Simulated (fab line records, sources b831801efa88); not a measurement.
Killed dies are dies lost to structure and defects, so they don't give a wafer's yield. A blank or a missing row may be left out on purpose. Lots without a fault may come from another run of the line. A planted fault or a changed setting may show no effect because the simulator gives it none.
A struck lot beside a sound one | flow gf180mcu | 15 steps out of a route of 602
Sound: wafers L645.1, L645.3, L645.6. Struck: wafers L656.2, L656.4, L656.6. The cause comes at the end.
At each step with rows: each side's tool, then ch and its chambers, then its first start. Under that, the readings that differ: sound wafers | struck wafers | difference of the means | sigmas: that difference in standard deviations of wafers without a fault.
alike: readings whose means differ by less than 2 such deviations, and words and numbers that are the same on both sides. not compared: withheld readings, readings that some wafer has no value for, bounds like >300 that may hide the same value, and numbers for which the record gives no deviation and whose values overlap.
The two part at a step that has a row with sigmas, a row that says differs or no value, or rows on one side only. Numbers that don't overlap but have no deviation are shown without sigmas and don't part them. A reading that every wafer of one side lacks parts them only if that side has two wafers or more.

first, 3 steps without rows for these wafers: GF_V1_EXPOSE_11 (exposes mask Via1, target cd 260 nm); GF_V1_PEB_12 (peb time 90 s); GF_V1_DEVELOP_13 (develop time 60 s).
GF_V1_CD_MEAS_14: target cd 260 nm.
  sound on cd_sem-02, day 18 08:32; struck on cd_sem-01, day 22 03:22
  alike: cd_nm
GF_V1_OVL_MEAS_15:
  sound on overlay-02, day 18 08:40; struck on overlay-02, day 22 03:28
  alike: V1_OVL
GF_V1_ETCH_16: etches BARC in N2/H2.
  sound on rie_diel-03 ch 0,1, day 18 08:41; struck on rie_diel-03 ch 2,3, day 22 03:30
  alike: drypump_motor_current_A, oes_product_au, rf_fwd_power_W, throttle_valve_pct
GF_V1_ETCH_17: etches SiO2 in C4F8/O2/Ar, stops on TiN, target depth 630 nm.
  sound on rie_diel-03 ch 0,1; struck on rie_diel-03 ch 2,3
  alike: oes_product_au, rf_fwd_power_W
GF_V1_STRIP_18: strips in O2/N2.
  sound on plasma_asher-04 ch 0,1, day 18 08:49; struck on plasma_asher-03 ch 0,1, day 22 03:38
  alike: drypump_motor_current_A, heater_power_w, oes_product_au
  not compared: rf_hours_counter_h
then, 2 steps without rows for these wafers: GF_V1_STRIP_19 (strips in post etch residue remover, time 1200 s); GF_V1_CLEAN_20 (cleans in DIW).
GF_V1_SPUTTER_21: material Ti, target thk 15 nm, time 80.02 s.
  sound on pvd_sputter-04, day 18 09:24; struck on pvd_sputter-04, day 22 04:10
  alike: throttle_valve_pct
GF_V1_SPUTTER_22: material TiN, target thk 10 nm, time 40 s.
  sound on pvd_sputter-04, day 18 09:28; struck on pvd_sputter-04, day 22 04:14
  alike: throttle_valve_pct
GF_V1_CVD_23: deposits W, target thk 350 nm, time 105.05 s.
  sound on cvd_w-02 ch 1, day 18 09:30; struck on cvd_w-01 ch 1, day 22 04:16
  no value came back on the struck wafers for chamber_pressure_Torr (Torr), heater_power_outer_w (W), heater_power_w (W); on the sound wafers chamber_pressure_Torr (Torr) reads 39.96 39.90 40.06
GF_V1_RS_MEAS_24: measures by four-point-probe.
  sound on film_metro-02, day 18 09:37; struck on film_metro-01, day 22 04:41
  reading          | sound             | struck               | difference | sigmas
  V1_W_RS (ohm/sq) | 0.327 0.327 0.326 | 43.922 43.395 43.777 | +43.371    | +99 or more
  not compared: hold
then, 1 step without rows for these wafers: GF_PASSIVATION_PROBE_99.

WHERE THEY PART
First at GF_V1_CVD_23; last, within this record, at GF_V1_RS_MEAS_24.

WHY: what the simulator had put in
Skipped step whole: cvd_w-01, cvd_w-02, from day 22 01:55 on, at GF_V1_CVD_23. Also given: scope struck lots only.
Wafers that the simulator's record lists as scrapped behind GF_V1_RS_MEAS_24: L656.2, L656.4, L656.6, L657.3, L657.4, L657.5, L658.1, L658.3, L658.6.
